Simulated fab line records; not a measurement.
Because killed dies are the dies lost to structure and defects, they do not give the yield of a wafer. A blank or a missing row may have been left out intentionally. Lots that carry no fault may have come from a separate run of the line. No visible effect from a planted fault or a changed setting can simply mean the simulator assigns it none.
fab line records	flow sky130
record: lots: 6	wafers: 18	last_day: 50
route steps=708 shown DNWELL@41 PWDE@45 NWELL@56 PAD_OPEN@708
lots that met no fault: taken from a fault-free run of the same line
start_h: the number of hours between the record's first day and the start of the first shown wafer of the lot	wait_h: how many hours have passed since the lot's step before this one	" the same as in the row above	L1.1+2: one row covering several wafers at once	- either no value or no given start	* or withheld: withheld	< > ~ a bound
route shown NAME@n: names a module that has steps shown in the file, with the first one's number in the route	usual: the fault-free wafers' mean and standard deviation	same: alike in all rows	chamber/n: place in a boat	sites: each site's reading	_std_site: the standard deviation of these	_edge_site: inner sites' mean taken away from outer sites' mean	radius_mm: for every site, how far away it sits from the centre of the wafer	mask NAME#n: copy n	behind: the tool/chamber that last shaped the wafer	hold: why the lot went on hold/how many hours it stayed there/how the hold came to an end	device: names the non-switching transistor (n, p or np)	end of line: tests of these same wafers at the route's end	a step given without rows: its recipe and nothing more	killed: dies that structure and defects cost at the first sort, which is not the same as the wafer's yield	map: per-die view of a wafer (x killed, . not killed, _ where there is no die)
set.NAME: the run value of the setting; set.NAME@STEP: its run value at that earlier step	model.NAME: the simulator's own value behind a step, which no gauge read
lots at selected steps of the route; one table per step, one row per wafer
services: from which hour (start_h, from the record's first day; less than 0 if before it) a tool's chamber was out of use, for how many hours, and why
== steps ==
step: SKY_DNWELL_DEVELOP_06
recipe: wall_angle_deg: 90	developer: TMAH	develop_time_s: 60	dev_temp_c: 23
step: SKY_DNWELL_IMPLANT_07
recipe: species: P	energy_kev: withheld	dose_cm2: withheld	tilt_deg: withheld
step: SKY_DNWELL_STRIP_08
recipe: chemistry: O2/N2	power_w: 1400	pressure_mtorr: 1500	platen_temp_c: withheld	o2_flow_sccm: 3000	n2_flow_sccm: 300	overash_fraction: 0.5
usual: drypump_motor_current_A: 5.11/0.21	oes_product_au: 0.722/0.0043	strip_time_to_endpoint_s: 36.91/0.074
lot.wafer	tool	chamber	start_h	wait_h	drypump_motor_current_A	oes_product_au	rf_hours_counter_h	strip_time_to_endpoint_s
L308.4	plasma_asher-03	0	60.60	0.1	5.09	0.715	-	36.94
L308.5	"	1	"	"	5.32	0.722	-	36.95
L308.6	"	0	"	"	5.05	0.725	-	36.93
L311.3	plasma_asher-04	1	74.81	0.1	4.94	0.722	-	37.03
L311.5	"	0	"	"	5.46	0.725	-	36.98
L311.6	"	1	"	"	4.97	0.720	-	36.95
L317.3	plasma_asher-03	0	109.54	0.1	5.05	0.727	-	36.93
L317.5	"	0	"	"	5.11	0.723	-	36.91
L317.6	"	1	"	"	5.33	0.724	-	37.01
L318.3	plasma_asher-03	0	117.01	0.1	5.12	0.724	-	36.91
L318.4	"	1	"	"	5.32	0.721	-	36.86
L318.5	"	1	"	"	5.35	0.724	-	36.90
L329.2	plasma_asher-04	1	170.36	0.1	4.96	0.718	5	37.02
L329.4	"	1	"	"	4.98	0.726	-	36.97
L329.6	"	0	"	"	5.44	0.722	-	36.98
L330.3	plasma_asher-02	1	178.55	0.1	5.03	0.724	-	36.89
L330.4	"	0	"	"	4.77	0.722	-	36.77
L330.5	"	0	"	"	4.78	0.714	-	36.84
step: SKY_DNWELL_TW_MEAS_09
usual: DNWELL_TW: 1111/9.6
lot.wafer	tool	chamber	start_h	wait_h	DNWELL_TW
L308.4	film_metro-03	-	60.70	0.1	1120
L308.5	"	-	"	"	1115
L308.6	"	-	"	"	1122
L311.3	film_metro-03	-	74.90	0.1	1128
L311.5	"	-	"	"	1128
L311.6	"	-	"	"	1126
L317.3	film_metro-04	-	109.63	0.1	1115
L317.5	"	-	"	"	1111
L317.6	"	-	"	"	1111
L318.3	film_metro-04	-	117.10	0.1	1113
L318.4	"	-	"	"	1114
L318.5	"	-	"	"	1102
L329.2	film_metro-04	-	170.47	0.1	1112
L329.4	"	-	"	"	1127
L329.6	"	-	"	"	1114
L330.3	film_metro-04	-	178.64	0.1	1119
L330.4	"	-	"	"	1121
L330.5	"	-	"	"	1120
step: SKY_PWDE_DEHYDRATE_00
recipe: temp_c: 200	time_s: 60
step: SKY_PWDE_HMDS_01
recipe: prime_time_s: 60	prime_temp_c: 120
step: SKY_PWDE_COAT_02
recipe: spin_rpm: 2000	resist_thk_nm: 3000
step: SKY_PWDE_SOFTBAKE_03
recipe: temp_c: 110	time_s: withheld
step: SKY_PWDE_EXPOSE_04
recipe: mask_id: PWDEM	na: 0.6	source_shape: conventional	sigma_outer: 0.6	polarization: unpolarized	target_cd_nm: 840	dose_mj: 214
step: SKY_PWDE_PEB_05
recipe: temp_c: 115	time_s: withheld
step: SKY_PWDE_DEVELOP_06
recipe: wall_angle_deg: 90	developer: TMAH	develop_time_s: 60	dev_temp_c: 23
step: SKY_PWDE_OVL_MEAS_07
usual: PWDE_OVL: 0.7/1.7
lot.wafer	tool	chamber	start_h	wait_h	PWDE_OVL[nm]
L308.4	overlay-02	-	76.09	-	1.6
L308.5	"	-	"	"	1.6
L308.6	"	-	"	"	0.5
L311.3	overlay-01	-	91.38	-	-0.1
L311.5	"	-	"	"	0.0
L311.6	"	-	"	"	0.2
L317.3	overlay-02	-	127.82	-	2.1
L317.5	"	-	"	"	1.0
L317.6	"	-	"	"	1.3
L318.3	overlay-01	-	136.02	-	1.1
L318.4	"	-	"	"	0.5
L318.5	"	-	"	"	-0.7
L329.2	overlay-02	-	190.51	-	2.7
L329.4	"	-	"	"	3.9
L329.6	"	-	"	"	3.1
L330.3	overlay-02	-	199.27	-	0.8
L330.4	"	-	"	"	-0.2
L330.5	"	-	"	"	-1.6
step: SKY_PWDE_IMPLANT_08
recipe: species: B	energy_kev: 150	dose_cm2: 3.6e+12	tilt_deg: withheld
usual: dose_ions_cm2: 3.6e+12/4e+09
same: implant_ion_amu: 11
lot.wafer	tool	chamber	start_h	wait_h	dose_ions_cm2
L308.4	implanter-01	0	76.18	0.1	3.599e+12
L308.5	"	0	"	"	3.597e+12
L308.6	"	0	"	"	3.602e+12
L311.3	implanter-02	0	91.46	0.1	3.596e+12
L311.5	"	0	"	"	3.604e+12
L311.6	"	0	"	"	3.6e+12
L317.3	implanter-04	0	127.89	0.1	3.597e+12
L317.5	"	0	"	"	3.601e+12
L317.6	"	0	"	"	3.601e+12
L318.3	implanter-02	0	136.09	0.1	3.599e+12
L318.4	"	0	"	"	3.601e+12
L318.5	"	0	"	"	3.601e+12
L329.2	implanter-01	0	190.57	0.0	3.471e+12
L329.4	"	0	"	"	3.463e+12
L329.6	"	0	"	"	3.464e+12
L330.3	implanter-01	0	199.34	0.1	3.473e+12
L330.4	"	0	"	"	3.473e+12
L330.5	"	0	"	"	3.471e+12
step: SKY_PWDE_STRIP_09
recipe: chemistry: O2/N2	power_w: 1400	pressure_mtorr: 1500	platen_temp_c: withheld	o2_flow_sccm: 3000	n2_flow_sccm: 300	overash_fraction: 0.5
usual: drypump_motor_current_A: 5.5/0.47	oes_product_au: 0.722/0.0044	strip_time_to_endpoint_s: 36.91/0.1
lot.wafer	tool	chamber	start_h	wait_h	drypump_motor_current_A	oes_product_au	rf_hours_counter_h	strip_time_to_endpoint_s
L308.4	plasma_asher-03	1	76.29	0.1	5.3	0.721	-	36.73
L308.5	"	1	"	"	5.3	0.717	-	36.76
L308.6	"	0	"	"	5.1	0.726	-	36.86
L311.3	plasma_asher-04	0	91.59	0.1	5.5	0.720	-	36.94
L311.5	"	0	"	"	5.5	0.725	-	36.79
L311.6	"	1	"	"	4.9	0.721	-	36.96
L317.3	plasma_asher-04	1	128.03	0.1	4.9	0.716	-	36.89
L317.5	"	0	"	"	5.4	0.719	-	36.95
L317.6	"	1	"	"	5.0	0.720	-	36.76
L318.3	plasma_asher-03	1	136.23	0.1	5.3	0.727	-	36.80
L318.4	"	0	"	"	5.1	0.718	-	36.81
L318.5	"	0	"	"	5.1	0.723	-	36.81
L329.2	plasma_asher-04	1	190.69	0.1	4.9	0.724	7	36.89
L329.4	"	1	"	"	4.9	0.717	-	36.95
L329.6	"	1	"	"	4.9	0.723	-	36.90
L330.3	plasma_asher-04	0	199.48	0.1	5.4	0.722	-	36.96
L330.4	"	1	"	"	4.9	0.721	-	36.92
L330.5	"	0	"	"	5.5	0.713	-	37.07
step: SKY_PWDE_TW_MEAS_10
usual: PWDE_TW: 372/3.7
lot.wafer	tool	chamber	start_h	wait_h	PWDE_TW
L308.4	film_metro-02	-	76.38	0.1	369
L308.5	"	-	"	"	368
L308.6	"	-	"	"	368
L311.3	film_metro-04	-	91.68	0.1	375
L311.5	"	-	"	"	374
L311.6	"	-	"	"	376
L317.3	film_metro-04	-	128.11	0.1	370
L317.5	"	-	"	"	371
L317.6	"	-	"	"	372
L318.3	film_metro-02	-	136.31	0.1	369
L318.4	"	-	"	"	367
L318.5	"	-	"	"	368
L329.2	film_metro-02	-	190.80	0.1	366
L329.4	"	-	"	"	364
L329.6	"	-	"	"	364
L330.3	film_metro-03	-	199.56	0.1	372
L330.4	"	-	"	"	373
L330.5	"	-	"	"	375
step: SKY_NWELL_DEHYDRATE_03
recipe: temp_c: 200	time_s: 57.57
step: SKY_NWELL_HMDS_04
recipe: prime_time_s: 60	prime_temp_c: 120
step: SKY_NWELL_COAT_05
recipe: spin_rpm: 2000	resist_thk_nm: 3000
step: SKY_NWELL_SOFTBAKE_06
recipe: temp_c: 110	time_s: withheld
step: SKY_NWELL_EXPOSE_07
recipe: mask_id: NWM	na: 0.6	source_shape: conventional	sigma_outer: 0.6	polarization: unpolarized	target_cd_nm: 840	dose_mj: 255
step: SKY_NWELL_PEB_08
recipe: temp_c: 115	time_s: withheld
step: SKY_NWELL_DEVELOP_09
recipe: wall_angle_deg: 90	developer: TMAH	develop_time_s: 60	dev_temp_c: 23
step: SKY_NWELL_OVL_MEAS_10
usual: NWELL_00_OVL: 0.7/1.4
lot.wafer	tool	chamber	start_h	wait_h	NWELL_00_OVL[nm]
L308.4	overlay-01	-	94.00	-	3.0
L308.5	"	-	"	"	2.3
L308.6	"	-	"	"	1.4
L311.3	overlay-02	-	108.83	-	1.1
L311.5	"	-	"	"	-1.0
L311.6	"	-	"	"	-1.2
L317.3	overlay-01	-	146.87	-	0.8
L317.5	"	-	"	"	1.4
L317.6	"	-	"	"	0.8
L318.3	overlay-01	-	156.18	-	-0.2
L318.4	"	-	"	"	1.1
L318.5	"	-	"	"	0.1
L329.2	overlay-02	-	211.62	-	-0.1
L329.4	"	-	"	"	0.5
L329.6	"	-	"	"	2.0
L330.3	overlay-02	-	221.64	-	0.2
L330.4	"	-	"	"	-0.7
L330.5	"	-	"	"	0.4
step: SKY_NWELL_IMPLANT_11
recipe: species: P	energy_kev: 400	dose_cm2: 1.9e+13	tilt_deg: withheld
step: SKY_NWELL_IMPLANT_12
recipe: species: P	energy_kev: 120	dose_cm2: 1.3e+12	tilt_deg: withheld
step: SKY_NWELL_IMPLANT_13
recipe: species: P	energy_kev: 50	dose_cm2: 7e+11	tilt_deg: withheld
step: SKY_NWELL_STRIP_14
recipe: chemistry: O2/N2	power_w: 1400	pressure_mtorr: 1500	platen_temp_c: withheld	o2_flow_sccm: 3000	n2_flow_sccm: 300	overash_fraction: 0.5
usual: drypump_motor_current_A: 5.3/0.5	oes_product_au: 0.723/0.0042	strip_time_to_endpoint_s: 36.88/0.09
lot.wafer	tool	chamber	start_h	wait_h	drypump_motor_current_A	oes_product_au	rf_hours_counter_h	strip_time_to_endpoint_s
L308.4	plasma_asher-02	0	94.50	0.1	4.8	0.722	-	37.02
L308.5	"	0	"	"	4.8	0.725	-	36.97
L308.6	"	1	"	"	5.0	0.716	-	37.00
L311.3	plasma_asher-01	1	109.34	0.1	6.0	0.723	-	36.74
L311.5	"	1	"	"	6.0	0.721	-	36.86
L311.6	"	0	"	"	6.2	0.714	-	36.79
L317.3	plasma_asher-02	0	147.38	0.1	4.8	0.719	-	36.85
L317.5	"	0	"	"	4.8	0.720	-	36.84
L317.6	"	1	"	"	5.0	0.725	-	36.79
L318.3	plasma_asher-01	0	156.69	0.1	6.3	0.722	-	36.86
L318.4	"	1	"	"	6.0	0.726	-	36.87
L318.5	"	1	"	"	6.0	0.724	-	36.98
L329.2	plasma_asher-03	1	212.10	0.1	5.3	0.723	50	36.88
L329.4	"	1	"	"	5.3	0.715	-	36.92
L329.6	"	1	"	"	5.3	0.719	-	37.05
L330.3	plasma_asher-03	1	222.15	0.1	5.3	0.716	-	36.82
L330.4	"	0	"	"	5.1	0.720	-	36.77
L330.5	"	1	"	"	5.3	0.722	-	36.79
step: SKY_NWELL_TW_MEAS_15
usual: NWELL_TW: 1823/15
lot.wafer	tool	chamber	start_h	wait_h	NWELL_TW
L308.4	film_metro-03	-	94.60	0.1	1825
L308.5	"	-	"	"	1820
L308.6	"	-	"	"	1828
L311.3	film_metro-02	-	109.42	0.1	1789
L311.5	"	-	"	"	1790
L311.6	"	-	"	"	1799
L317.3	film_metro-02	-	147.46	0.1	1799
L317.5	"	-	"	"	1789
L317.6	"	-	"	"	1791
L318.3	film_metro-04	-	156.77	0.1	1822
L318.4	"	-	"	"	1820
L318.5	"	-	"	"	1819
L329.2	film_metro-04	-	212.21	0.1	1820
L329.4	"	-	"	"	1832
L329.6	"	-	"	"	1822
L330.3	film_metro-03	-	222.24	0.1	1845
L330.4	"	-	"	"	1845
L330.5	"	-	"	"	1838
step: SKY_NWELL_DEHYDRATE_16
recipe: temp_c: 200	time_s: 60
step: SKY_NWELL_HMDS_17
recipe: prime_time_s: 60	prime_temp_c: 120
step: SKY_NWELL_COAT_18
recipe: spin_rpm: 2000	resist_thk_nm: 3000
step: SKY_NWELL_SOFTBAKE_19
recipe: temp_c: 110	time_s: withheld
step: SKY_NWELL_EXPOSE_20
recipe: mask_id: NWM_COMPLEMENT	na: 0.6	source_shape: conventional	sigma_outer: 0.6	polarization: unpolarized	target_cd_nm: 840	dose_mj: 260
step: SKY_NWELL_PEB_21
recipe: temp_c: 115	time_s: withheld
step: SKY_NWELL_DEVELOP_22
recipe: wall_angle_deg: 90	developer: TMAH	develop_time_s: 60	dev_temp_c: 23
step: SKY_NWELL_OVL_MEAS_23
usual: NWELL_01_OVL: -0.2/1.5
lot.wafer	tool	chamber	start_h	wait_h	NWELL_01_OVL[nm]
L308.4	overlay-02	-	111.72	-	1.1
L308.5	"	-	"	"	0.9
L308.6	"	-	"	"	1.5
L311.3	overlay-02	-	127.23	-	0.4
L311.5	"	-	"	"	0.5
L311.6	"	-	"	"	-0.2
L317.3	overlay-02	-	166.98	-	1.2
L317.5	"	-	"	"	0.9
L317.6	"	-	"	"	2.7
L318.3	overlay-02	-	176.49	-	1.0
L318.4	"	-	"	"	2.2
L318.5	"	-	"	"	0.0
L329.2	overlay-02	-	234.76	-	-1.5
L329.4	"	-	"	"	-1.7
L329.6	"	-	"	"	-0.5
L330.3	overlay-02	-	244.63	-	0.8
L330.4	"	-	"	"	1.4
L330.5	"	-	"	"	1.3
step: SKY_NWELL_IMPLANT_24
recipe: species: B	energy_kev: 140	dose_cm2: 9.2e+12	tilt_deg: withheld
step: SKY_NWELL_STRIP_25
recipe: chemistry: O2/N2	power_w: 1400	pressure_mtorr: 1500	platen_temp_c: withheld	o2_flow_sccm: 3000	n2_flow_sccm: 300	overash_fraction: 0.5
usual: drypump_motor_current_A: 5.5/0.56	oes_product_au: 0.722/0.0051	strip_time_to_endpoint_s: 36.91/0.093
lot.wafer	tool	chamber	start_h	wait_h	drypump_motor_current_A	oes_product_au	rf_hours_counter_h	strip_time_to_endpoint_s
L308.4	plasma_asher-02	1	111.93	0.1	5.0	0.720	-	36.80
L308.5	"	1	"	"	5.0	0.721	-	36.73
L308.6	"	0	"	"	4.8	0.731	-	36.91
L311.3	plasma_asher-03	1	127.44	0.1	5.3	0.719	-	36.96
L311.5	"	0	"	"	5.1	0.721	-	36.92
L311.6	"	1	"	"	5.3	0.720	-	37.01
L317.3	plasma_asher-02	1	167.19	0.1	5.0	0.730	-	37.04
L317.5	"	0	"	"	4.8	0.719	-	37.04
L317.6	"	1	"	"	5.0	0.718	-	36.88
L318.3	plasma_asher-01	1	176.70	0.1	6.0	0.725	-	36.94
L318.4	"	0	"	"	6.2	0.723	-	36.86
L318.5	"	0	"	"	6.2	0.725	-	37.05
L329.2	plasma_asher-01	1	234.94	0.1	6.0	0.728	56	37.04
L329.4	"	1	"	"	6.0	0.723	-	36.96
L329.6	"	1	"	"	6.0	0.719	-	36.95
L330.3	plasma_asher-01	0	244.84	0.1	6.2	0.718	-	36.88
L330.4	"	1	"	"	6.0	0.724	-	36.77
L330.5	"	0	"	"	6.2	0.726	-	36.81
step: SKY_NWELL_TW_MEAS_26
usual: NWELL_2_TW: 495/4.5
lot.wafer	tool	chamber	start_h	wait_h	NWELL_2_TW
L308.4	film_metro-04	-	112.02	0.1	497
L308.5	"	-	"	"	499
L308.6	"	-	"	"	499
L311.3	film_metro-03	-	127.52	0.1	496
L311.5	"	-	"	"	499
L311.6	"	-	"	"	495
L317.3	film_metro-04	-	167.27	0.1	498
L317.5	"	-	"	"	498
L317.6	"	-	"	"	495
L318.3	film_metro-02	-	176.79	0.1	487
L318.4	"	-	"	"	490
L318.5	"	-	"	"	490
L329.2	film_metro-02	-	235.05	0.1	492
L329.4	"	-	"	"	496
L329.6	"	-	"	"	497
L330.3	film_metro-02	-	244.92	0.1	488
L330.4	"	-	"	"	487
L330.5	"	-	"	"	489
step: SKY_NWELL_CLEAN_27
recipe: chemistry: SC1/SC2	mix: 1:4:20	temp_c: 70	time_s: 150	dry: n2_spin
step: SKY_NWELL_RTA_28
recipe: temp_c: 1050	time_s: 30	idle_temp_c: 650	ramp_up_c_per_s: 150	ramp_down_c_per_s: 90	ambient: N2
usual: lamp_power_pct: 25.31/0.054	wafer_temp_C_max: 1054.8/0.94
lot.wafer	tool	chamber	start_h	wait_h	lamp_power_pct	wafer_temp_C_max
L308.4	rtp_anneal-01	0	112.15	0.1	25.30	1053.7
L308.5	"	0	"	"	25.33	1053.7
L308.6	"	0	"	"	25.28	1055.5
L311.3	rtp_anneal-01	0	127.65	0.0	25.28	1054.0
L311.5	"	0	"	"	25.27	1053.3
L311.6	"	0	"	"	25.27	1054.0
L317.3	rtp_anneal-02	0	167.40	0.0	25.28	1055.5
L317.5	"	0	"	"	25.50	1054.2
L317.6	"	0	"	"	25.30	1053.7
L318.3	rtp_anneal-01	0	176.91	0.0	25.37	1053.6
L318.4	"	0	"	"	25.35	1054.6
L318.5	"	0	"	"	25.34	1056.3
L329.2	rtp_anneal-02	0	235.17	0.0	25.37	1053.7
L329.4	"	0	"	"	25.32	1055.3
L329.6	"	0	"	"	25.35	1055.6
L330.3	rtp_anneal-02	0	245.05	0.0	25.24	1056.0
L330.4	"	0	"	"	25.34	1055.0
L330.5	"	0	"	"	25.36	1054.5
step: SKY_NWELL_RS_MEAS_29
recipe: thk_meas_gauge: four-point-probe
usual: NWELL_RS: 624.4/1.7
lot.wafer	tool	chamber	start_h	wait_h	NWELL_RS[ohm/sq]
L308.4	film_metro-03	-	112.26	0.1	626.9
L308.5	"	-	"	"	627.3
L308.6	"	-	"	"	623.7
L311.3	film_metro-02	-	127.75	0.1	625.2
L311.5	"	-	"	"	626.1
L311.6	"	-	"	"	629.3
L317.3	film_metro-03	-	167.50	0.1	624.0
L317.5	"	-	"	"	622.9
L317.6	"	-	"	"	623.1
L318.3	film_metro-04	-	177.02	0.1	624.2
L318.4	"	-	"	"	625.0
L318.5	"	-	"	"	625.5
L329.2	film_metro-03	-	235.27	0.1	622.2
L329.4	"	-	"	"	623.6
L329.6	"	-	"	"	623.1
L330.3	film_metro-02	-	245.16	0.1	624.1
L330.4	"	-	"	"	624.3
L330.5	"	-	"	"	625.4
step: SKY_NWELL_RS_MEAS_31
recipe: thk_meas_gauge: four-point-probe
usual: PWDE_RS: 5277/17
lot.wafer	tool	chamber	start_h	wait_h	PWDE_RS[ohm/sq]
L308.4	film_metro-03	-	112.50	0.1	5271
L308.5	"	-	"	"	5304
L308.6	"	-	"	"	5292
L311.3	film_metro-02	-	127.99	0.1	5262
L311.5	"	-	"	"	5279
L311.6	"	-	"	"	5283
L317.3	film_metro-03	-	167.74	0.1	5285
L317.5	"	-	"	"	5283
L317.6	"	-	"	"	5261
L318.3	film_metro-04	-	177.26	0.1	5281
L318.4	"	-	"	"	5289
L318.5	"	-	"	"	5280
L329.2	film_metro-03	-	235.51	0.1	5460
L329.4	"	-	"	"	5416
L329.6	"	-	"	"	5428
L330.3	film_metro-02	-	245.40	0.1	5433
L330.4	"	-	"	"	5426
L330.5	"	-	"	"	5434
step: SKY_PAD_OPEN_PROBE_99
usual: killed_at_M0_to_M3: 43/7.1	killed_at_M4_up: 3/1.7	killed_at_contacts: 25/5.6	killed_at_front_end: 16/4.1	killed_at_other: 0.2/0.49	killed_dies: 87/9.8	killed_open: 47/7.6	killed_short: 40/6.1
same: gross_dies: 492	killed_at_back_side: 0
lot.wafer	tool	chamber	start_h	wait_h	killed_at_M0_to_M3	killed_at_M4_up	killed_at_contacts	killed_at_front_end	killed_at_other	killed_dies	killed_open	killed_short	model.etest.res_pwde_under_gate.rs_ohm_sq
L308.4	prober-02	-	1087.52	0.2	49	1	24	12	0	86	44	42	6181
L308.5	prober-02	-	1087.57	0.2	37	3	18	14	0	72	36	36	6214
L308.6	prober-02	-	1087.62	0.2	53	2	17	14	0	86	34	52	6167
L311.3	prober-01	-	1093.29	0.2	26	2	31	10	0	69	39	30	6234
L311.5	prober-01	-	1093.39	0.2	35	2	18	18	0	73	43	30	6265
L311.6	prober-01	-	1093.44	0.2	47	0	31	15	0	93	48	45	6295
L317.3	prober-01	-	1138.74	0.2	46	2	28	22	1	99	58	41	6262
L317.5	prober-01	-	1138.84	0.2	44	4	26	13	0	87	50	37	6244
L317.6	prober-01	-	1138.89	0.2	45	6	24	14	0	89	60	29	6230
L318.3	prober-02	-	1146.78	0.2	42	3	24	16	0	85	46	39	6125
L318.4	prober-02	-	1146.83	0.2	42	3	19	12	0	76	42	34	6130
L318.5	prober-02	-	1146.88	0.2	49	2	21	17	0	89	43	46	6123
L329.2	prober-02	-	1192.04	0.1	37	2	19	20	0	78	29	49	6473
L329.4	prober-02	-	1192.14	0.2	38	3	21	12	0	74	42	32	6435
L329.6	prober-02	-	1192.24	0.2	42	2	15	14	0	73	40	33	6444
L330.3	prober-01	-	1198.26	0.2	49	4	26	9	1	89	47	42	6493
L330.4	prober-01	-	1198.31	0.2	53	4	33	15	1	106	60	46	6427
L330.5	prober-01	-	1198.36	0.2	49	6	23	15	1	94	51	43	6519
killed by level:class
L308.4 VIA1:geometric_particle:open=11 VIA2:geometric_particle:open=8 CONTACT:geometric_particle:open=8 METAL2:geometric_particle:short=8 VIA1:geometric_particle:short=7 VIA2:geometric_particle:short=5 VIA3:geometric_particle:open=4 LI_CONTACT:geometric_particle:short=4
L308.5 VIA1:geometric_particle:open=7 VIA3:geometric_particle:open=6 FIELD_ISO:geometric_particle:open=5 METAL1:geometric_particle:short=5 LI_CONTACT:geometric_particle:open=5 VIA1:geometric_particle:short=5 METAL2:geometric_particle:short=4 POLY_GATE:geometric_particle:open=4
L308.6 VIA1:geometric_particle:open=11 VIA2:geometric_particle:open=9 CONTACT:geometric_particle:short=9 VIA1:geometric_particle:short=8 FIELD_ISO:geometric_particle:short=6 VIA2:geometric_particle:short=6 METAL3:geometric_particle:short=6 FIELD_ISO:geometric_particle:open=3
L311.3 CONTACT:geometric_particle:open=10 VIA1:geometric_particle:open=8 LI_CONTACT:geometric_particle:open=7 CONTACT:geometric_particle:short=5 VIA2:geometric_particle:open=5 LOCAL_INTERCONNECT:geometric_particle:short=4 METAL1:geometric_particle:short=4 FIELD_ISO:geometric_particle:short=3
L311.5 LI_CONTACT:geometric_particle:open=10 VIA3:geometric_particle:open=7 VIA2:geometric_particle:open=6 POLY_GATE:geometric_particle:open=5 VIA1:geometric_particle:short=5 VIA1:geometric_particle:open=5 SPACER:geometric_particle:short=4 LOCAL_INTERCONNECT:geometric_particle:short=4
L311.6 VIA1:geometric_particle:open=11 CONTACT:geometric_particle:open=10 LI_CONTACT:geometric_particle:open=9 VIA1:geometric_particle:short=9 VIA3:geometric_particle:short=7 VIA3:geometric_particle:open=5 POLY_GATE:geometric_particle:short=4 POLY_GATE:geometric_particle:open=4
L317.3 VIA1:geometric_particle:open=10 CONTACT:geometric_particle:short=9 FIELD_ISO:geometric_particle:open=8 VIA2:geometric_particle:open=8 CONTACT:geometric_particle:open=7 LI_CONTACT:geometric_particle:open=7 METAL1:geometric_particle:short=7 VIA3:geometric_particle:open=6
L317.5 CONTACT:geometric_particle:open=12 VIA1:geometric_particle:open=9 FIELD_ISO:geometric_particle:open=7 VIA3:geometric_particle:open=7 VIA1:geometric_particle:short=6 VIA2:geometric_particle:open=6 METAL2:geometric_particle:short=5 FIELD_ISO:geometric_particle:short=4
L317.6 VIA1:geometric_particle:open=18 LI_CONTACT:geometric_particle:open=9 VIA3:geometric_particle:open=8 CONTACT:geometric_particle:open=7 FIELD_ISO:geometric_particle:short=4 LOCAL_INTERCONNECT:geometric_particle:short=4 VIA2:geometric_particle:open=4 CONTACT:geometric_particle:short=3
L318.3 CONTACT:geometric_particle:open=12 VIA1:geometric_particle:open=11 VIA2:geometric_particle:open=7 POLY_GATE:geometric_particle:short=6 VIA1:geometric_particle:short=6 METAL1:geometric_particle:short=5 FIELD_ISO:geometric_particle:short=4 LI_CONTACT:geometric_particle:open=4
L318.4 VIA1:geometric_particle:open=11 METAL1:geometric_particle:short=8 LI_CONTACT:geometric_particle:open=6 VIA2:geometric_particle:open=6 VIA3:geometric_particle:open=6 POLY_GATE:geometric_particle:short=5 CONTACT:geometric_particle:open=5 CONTACT:geometric_particle:short=4
L318.5 VIA1:geometric_particle:open=13 METAL2:geometric_particle:short=8 CONTACT:geometric_particle:open=7 VIA3:geometric_particle:open=6 METAL3:geometric_particle:short=6 VIA2:geometric_particle:open=6 FIELD_ISO:geometric_particle:short=5 POLY_GATE:geometric_particle:open=4
L329.2 POLY_GATE:geometric_particle:short=8 METAL1:geometric_particle:short=7 LI_CONTACT:geometric_particle:open=6 VIA2:geometric_particle:short=5 LOCAL_INTERCONNECT:geometric_particle:short=5 CONTACT:geometric_particle:open=5 VIA1:geometric_particle:short=5 POLY_GATE:geometric_particle:open=4
L329.4 CONTACT:geometric_particle:open=10 VIA1:geometric_particle:open=7 METAL1:geometric_particle:short=5 METAL2:geometric_particle:short=5 FIELD_ISO:geometric_particle:open=4 POLY_GATE:geometric_particle:open=4 LI_CONTACT:geometric_particle:short=4 METAL2:geometric_particle:open=4
L329.6 METAL1:geometric_particle:short=8 VIA3:geometric_particle:open=8 METAL2:geometric_particle:short=7 VIA1:geometric_particle:open=7 CONTACT:geometric_particle:open=7 FIELD_ISO:geometric_particle:short=4 VIA1:geometric_particle:short=4 VIA2:geometric_particle:open=4
L330.3 VIA1:geometric_particle:open=15 CONTACT:geometric_particle:open=11 METAL2:geometric_particle:short=7 LOCAL_INTERCONNECT:geometric_particle:short=6 VIA1:geometric_particle:short=6 LI_CONTACT:geometric_particle:open=5 VIA3:geometric_particle:open=5 METAL3:geometric_particle:short=4
L330.4 CONTACT:geometric_particle:open=16 VIA1:geometric_particle:open=13 METAL2:geometric_particle:short=7 VIA2:geometric_particle:open=7 VIA3:geometric_particle:open=6 FIELD_ISO:geometric_particle:open=5 LI_CONTACT:geometric_particle:open=5 CONTACT:geometric_particle:short=5
L330.5 VIA1:geometric_particle:open=13 FIELD_ISO:geometric_particle:short=7 VIA3:geometric_particle:open=7 VIA1:geometric_particle:short=6 CONTACT:geometric_particle:open=6 CONTACT:geometric_particle:short=6 LI_CONTACT:geometric_particle:open=5 VIA2:geometric_particle:open=5
== services ==
tool	chamber	start_h	hours	kind
implanter-01	-	42.34	2.2	pm
implanter-02	-	49.45	21.9	repair
implanter-02	-	97.61	4.3	repair
plasma_asher-04	-	108.75	9.0	pm
plasma_asher-04	0	108.75	9.0	vent_cycle
plasma_asher-04	1	108.75	9.0	vent_cycle
plasma_asher-04	0	117.75	-	clean
plasma_asher-04	1	117.75	-	clean
implanter-02	-	159.52	5.9	pm
plasma_asher-03	-	161.87	0.6	repair
plasma_asher-02	-	164.24	0.3	repair
implanter-04	-	169.18	3.0	repair
plasma_asher-01	-	182.47	1.2	repair
implanter-04	-	196.62	3.9	repair
plasma_asher-04	-	218.97	2.8	pm
== key ==
first_sign: step: SKY_PWDE_IMPLANT_08	reading: dose_ions_cm2	direction: down	sigmas: 32	usual: *	struck: *
effect: step: SKY_NWELL_RS_MEAS_31	reading: PWDE_RS	direction: up	sigmas: 9.1	usual: 5277	struck: 5433
model_effect: step: SKY_PAD_OPEN_PROBE_99	value: etest.res_pwde_under_gate.rs_ohm_sq	without: 6243	struck: 6465
met_at SKY_PWDE_IMPLANT_08
struck_wafers L329.2,L329.4,L329.6,L330.3,L330.4,L330.5
tester_left_out L329,L330
onset_between 76.18 190.57
fault: kind: process_parameter_drift	tool: implanter-01	chamber: -	onset_h: 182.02	steps: SKY_PWDE_IMPLANT_08	channel: dose_cm2	offset: *	shape: step	end_h: 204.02	acts_in: *	stated: *
tester_left_out: of these lots the tester's yield and bins aren't shown, on N5 and GAA mostly nor the transistor test; their killed dies are dies lost to structure and defects alone, not to doping, threshold or leakage, so they don't give the yield
